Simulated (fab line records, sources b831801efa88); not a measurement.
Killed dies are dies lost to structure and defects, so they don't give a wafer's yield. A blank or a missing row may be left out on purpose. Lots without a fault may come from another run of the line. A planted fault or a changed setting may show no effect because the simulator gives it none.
Problem report in the 8D (eight disciplines) form, filled by code | flow gf180mcu | the parts of the form that need people (team, actions taken, sign-off) are left out

1. THE PROBLEM
oes_product_au at GF_HV_LDD_STRIP_10 reads a mean of 0.910 a.u. on 3 wafers of 1 lot; wafers without a fault read 0.716 a.u. with a standard deviation of 0.0043. That is +45 standard deviations from the usual mean.
The step: strips in O2/N2.
First seen on wafer L619.1, day 12 16:00, on plasma_asher-01. The record holds 39 wafers of 13 lots with a number at this step. Rule for "out", or "out of limits": more than 4 standard deviations from the usual mean. The other wafers with a number count as sound.

2. WHAT IT IS AND WHAT IT IS NOT
question                    | is                     | is not
which readings at this step | oes_product_au         | drypump_motor_current_A, heater_power_w
which lots                  | L619                   | L610, L618, L624, L625, L626, L627, L628, L629, L630, L631, L632, L633
which wafers of those lots  | all that have a number | -
read on which tools         | plasma_asher-01        | plasma_asher-02, plasma_asher-03
when                        | from day 12 16:00      | up to then (6 sound wafers); but 30 sound wafers of L624, L625, L626, L627, L628, L629, L630, L631, L632, L633 came after

3. SUSPECTS, AND WHAT RULES EACH OUT
Counting: a tool at a process step up to the reading stays a suspect if it ran every lot that is out and no sound lot after the first of them.
- plasma_asher-01 at GF_HV_LDD_STRIP_10 (strips in O2/N2): ruled out as a lasting fault. Sound lots L626, L627, L628 ran on it after its first lot that is out, L619 (day 12 16:00).
Left after counting: nothing in the record.

4. THE CAUSE (what the simulator had put in)
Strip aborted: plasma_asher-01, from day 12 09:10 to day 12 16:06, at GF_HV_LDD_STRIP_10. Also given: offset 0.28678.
Counting ruled it out, wrongly.

5. THE CHAIN OF EFFECTS, in route order
Each row: a reading whose mean over the struck wafers that have a number lies more than 3 standard deviations from the usual. Only readings for which the record gives a usual standard deviation are gone through. hours: the time from each lot's start at the first step in this table that gives one to its start at this step, as a median over the lots. sigmas: the change in usual standard deviations.
hours | step               | reading        | usual      | on struck wafers | change | sigmas
0     | GF_HV_LDD_STRIP_10 | oes_product_au | 0.716 a.u. | 0.910            | +0.194 | +45
The process steps in it:
- GF_HV_LDD_STRIP_10: strips in O2/N2.
Readings that are blank on the struck wafers while sound wafers have them: strip_time_to_endpoint_s at GF_HV_LDD_STRIP_10.

6. WHAT WOULD HAVE CAUGHT IT SOONER
In this record the first reading out of limits was taken at day 12 16:00, 7 hours after the fault began at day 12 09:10.
